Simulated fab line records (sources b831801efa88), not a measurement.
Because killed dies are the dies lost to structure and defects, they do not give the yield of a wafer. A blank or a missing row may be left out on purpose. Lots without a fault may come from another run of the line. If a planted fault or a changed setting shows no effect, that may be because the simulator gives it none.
Struck lot and sound lot, side by side ; flow sky130 ; 16 out of 708 route steps
Sound: wafers L155.2, L155.4, L155.5. The struck wafers were L169.4, L169.5, L169.6. Last of all comes the cause.
For every step that has rows: the tool of each side, followed by ch and its chambers, followed by its first start. Under that, the readings that differ: sound wafers ; struck wafers ; difference of the means ; sigmas: that difference in standard deviations of wafers without a fault.
alike: readings with means less than 2 such deviations apart, plus words and numbers identical on both sides. not compared: withheld readings, readings lacking a value on some wafer, bounds such as >300 that could conceal the same value, and numbers that have no deviation in the record and whose values overlap.
A row with sigmas, a row that says differs or no value, or rows on one side alone: a step with any of these is where the two part. Non-overlapping numbers with no deviation appear without sigmas and do not part them. A reading that every wafer of one side lacks parts them only if that side has two wafers or more.

first, 1 step without rows for these wafers: SKY_VT_ADJUST_NCORE_DEVELOP_06 (develop time 60 s).
SKY_VT_ADJUST_NCORE_CD_MEAS_07: target cd 380 nm.
  sound on cdSem-01 at day 9 02:35; struck on cdSem-02 at day 13 07:54
  alike: cdNm
SKY_VT_ADJUST_NCORE_OVL_MEAS_08:
  sound on overlay-02 at day 9 02:42; struck on overlay-01 at day 13 07:59
  alike: VT_ADJUST_NCORE_OVL
following that, these wafers have no rows for 1 step: SKY_VT_ADJUST_NCORE_IMPLANT_09.
SKY_VT_ADJUST_NCORE_STRIP_10: strips in O2/N2.
  sound on plasmaAsher-04 ch 0, day 9 02:53; struck on plasmaAsher-03 ch 0,1, day 13 08:11
  alike: drypumpMotorCurrentA, oesProductAu, stripTimeToEndpointS
  not compared: rfHoursCounterH
SKY_VT_ADJUST_NCORE_TW_MEAS_11:
  sound on filmMetro-04 at day 9 02:59; struck on filmMetro-04 at day 13 08:17
  alike: VT_ADJUST_NCORE_TW
then, 6 steps without rows for these wafers: SKY_VT_ADJUST_HVTR_DEHYDRATE_00 (time 60 s); SKY_VT_ADJUST_HVTR_HMDS_01 (prime time 60 s); SKY_VT_ADJUST_HVTR_COAT_02 (resist thk 1140 nm); SKY_VT_ADJUST_HVTR_SOFTBAKE_03 (time 60 s); SKY_VT_ADJUST_HVTR_EXPOSE_04 (exposes mask HVTRM, target cd 380 nm); SKY_VT_ADJUST_HVTR_PEB_05.
SKY_VT_ADJUST_HVTR_DEVELOP_06: develop time 60 s.
  sound on lithoTrack-01 ch 0, day 10 00:46; struck on lithoTrack-01 ch 0, day 14 10:28
SKY_VT_ADJUST_HVTR_CD_MEAS_07: target cd 380 nm.
  sound on cdSem-01 at day 10 00:55; struck on cdSem-02 at day 14 10:36
  alike: cdNm
SKY_VT_ADJUST_HVTR_OVL_MEAS_08:
  sound on overlay-01 at day 10 01:01; struck on overlay-01 at day 14 10:41
  alike: VT_ADJUST_HVTR_OVL
-- record jumps: 36 days separate the struck wafers' starts on either side; left off in module VT_ADJUST_HVTR, taken up again in module PAD_OPEN, whose first shown step is the route's number 708 --
SKY_PAD_OPEN_PROBE_99:
  sound on prober-02 at day 46 13:13; struck on prober-01 at day 50 03:18
  alike: killed_at_M0_to_M3, killed_at_M4_up, killedAtContacts, killedAtFrontEnd, killedAtOther, killedDies, killedOpen, killedShort

WHERE THEY PART
Nowhere in this record.

WHY: whatever the simulator had introduced
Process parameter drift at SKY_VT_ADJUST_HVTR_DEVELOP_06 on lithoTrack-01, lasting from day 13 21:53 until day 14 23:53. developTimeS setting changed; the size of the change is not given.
